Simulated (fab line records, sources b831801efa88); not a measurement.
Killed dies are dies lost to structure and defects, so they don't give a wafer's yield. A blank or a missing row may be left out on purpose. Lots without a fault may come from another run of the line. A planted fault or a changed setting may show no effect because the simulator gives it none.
A struck lot beside a sound one | flow sky130 | 21 steps out of a route of 708
Sound: wafers L443.3, L443.4, L443.6. Struck: wafers L446.2, L446.3, L446.5. The cause comes at the end.
At each step with rows: each side's tool, then ch and its chambers, then its first start. Under that, the readings that differ: sound wafers | struck wafers | difference of the means | sigmas: that difference in standard deviations of wafers without a fault.
alike: readings whose means differ by less than 2 such deviations, and words and numbers that are the same on both sides. not compared: withheld readings, readings that some wafer has no value for, bounds like >300 that may hide the same value, and numbers for which the record gives no deviation and whose values overlap.
The two part at a step that has a row with sigmas, a row that says differs or no value, or rows on one side only. Numbers that don't overlap but have no deviation are shown without sigmas and don't part them. A reading that every wafer of one side lacks parts them only if that side has two wafers or more.

first, 1 step without rows for these wafers: SKY_POLY_GATE_OXIDATION_20 (stabilise 600 s, purge 300 s, target thk 4 nm).
SKY_POLY_GATE_THK_MEAS_21:
  sound on film_metro-04, day 20 12:18; struck on film_metro-03, day 21 03:41
  alike: POLY_GATE_OXIDATION_THK
SKY_POLY_GATE_CD_MEAS_22:
  sound on cd_sem-01, day 20 12:24; struck on cd_sem-02, day 21 03:46
  alike: cd_nm
then, 7 steps without rows for these wafers: SKY_LDD_N_DEHYDRATE_00 (time 60 s); SKY_LDD_N_HMDS_01 (prime time 60 s); SKY_LDD_N_COAT_02 (resist thk 300 nm); SKY_LDD_N_SOFTBAKE_03 (time 60 s); SKY_LDD_N_EXPOSE_04 (exposes mask NTM, target cd 840 nm); SKY_LDD_N_PEB_05; SKY_LDD_N_DEVELOP_06 (develop time 60 s).
SKY_LDD_N_OVL_MEAS_07:
  sound on overlay-02, day 21 19:12; struck on overlay-02, day 22 10:14
  alike: LDD_N_OVL
then, 1 step without rows for these wafers: SKY_LDD_N_IMPLANT_08.
SKY_LDD_N_IMPLANT_09:
  sound on implanter-03 ch 0, day 21 19:25; struck on implanter-03, day 22 10:27
  no value came back on the struck wafers for beam_energy_keV, beam_on_s (s), rotation_deg (degrees); on the sound wafers beam_energy_keV reads 19.995 19.997 20.004
then, 6 steps without rows for these wafers: SKY_LDD_N_IMPLANT_10; SKY_LDD_N_IMPLANT_11; SKY_LDD_N_IMPLANT_12; SKY_LDD_N_IMPLANT_13; SKY_LDD_N_IMPLANT_14; SKY_LDD_N_IMPLANT_15.
SKY_LDD_N_STRIP_16: strips in O2/N2.
  sound on plasma_asher-03 ch 0,1, day 21 20:28; struck on plasma_asher-04 ch 0,1, day 22 11:28
  reading                      | sound             | struck            | difference | sigmas
  strip_time_to_endpoint_s (s) | 4.287 4.313 4.311 | 4.127 4.161 4.131 | -0.164     | -9
  alike: drypump_motor_current_A, o2_flow_sccm, oes_product_au
  not compared: rf_hours_counter_h
SKY_LDD_N_TW_MEAS_17:
  sound on film_metro-02, day 21 20:32; struck on film_metro-01, day 22 11:35
  reading  | sound          | struck         | difference | sigmas
  LDD_N_TW | 2624 2632 2609 | 2446 2449 2443 | -176       | -7

WHERE THEY PART
First at SKY_LDD_N_IMPLANT_09; last, within this record, at SKY_LDD_N_TW_MEAS_17.

WHY: what the simulator had put in
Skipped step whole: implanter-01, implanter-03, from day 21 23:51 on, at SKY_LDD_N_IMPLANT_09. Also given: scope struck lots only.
